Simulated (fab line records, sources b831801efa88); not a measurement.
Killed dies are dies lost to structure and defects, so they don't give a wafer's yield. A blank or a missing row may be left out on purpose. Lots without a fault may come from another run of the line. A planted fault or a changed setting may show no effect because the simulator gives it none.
Chamber matching | flow sky130 | SKY_VIA3_CMP_02 on cmp-02: 4 sister chambers
The step polishes SiO2. 14 wafers are shown with their chamber, then 7 later ones without.

WAFERS WITH THEIR CHAMBER
wafer  | chamber | motor_current_A (A)
L469.1 | 2       | 13.6
L469.2 | 0       | 11.6
L469.3 | 3       | 12.2
L475.1 | 2       | 13.1
L475.2 | 1       | 11.8
L475.3 | 0       | 11.9
L473.1 | 1       | 11.5
L473.4 | 2       | 13.4
L473.6 | 3       | 12.5
L486.1 | 3       | 12.0
L486.2 | 1       | 11.2
L486.4 | 0       | 11.7
L488.1 | 3       | 12.3
L488.5 | 0       | 11.9

SIGNATURES (means of the wafers above)
reading         | chamber 0 | chamber 1 | chamber 2 | chamber 3 | scatter within a chamber
motor_current_A | 11.775    | 11.500    | 13.367    | 12.250    | 0.225
Rule: a wafer's distance from a chamber is the root of the sum, over the readings, of the square of ((its reading less the chamber's mean) divided by the reading's scatter). The wafer belongs to the nearest chamber; if the next one is less than 2 further off, it can't be placed. The scatter: the root of (the sum of the squares of (reading less its chamber's mean) over the shown wafers, divided by (wafers less chambers)).

WAFERS WITHOUT THEIR CHAMBER
wafer  | motor_current_A (A)
L488.6 | 11.8
L491.1 | 11.9
L491.3 | 12.9
L491.4 | 11.9
L490.1 | 11.8
L490.2 | 12.1
L490.4 | 13.0

WHICH CHAMBER EACH WENT THROUGH
wafer  | from the rows above          | in truth
L488.6 | can't be placed: 0 or 1 or 3 | 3
L491.1 | can't be placed: 0 or 3 or 1 | 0
L491.3 | can't be placed: 2 or 3      | 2
L491.4 | can't be placed: 0 or 3 or 1 | 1
L490.1 | can't be placed: 0 or 1 or 3 | 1
L490.2 | can't be placed: 3 or 0      | 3
L490.4 | can't be placed: 2 or 3      | 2
Placed correctly: 0 of 7. Can't be placed from these rows: 7 (the true chamber is among the candidates in 7). Placed wrongly: 0.
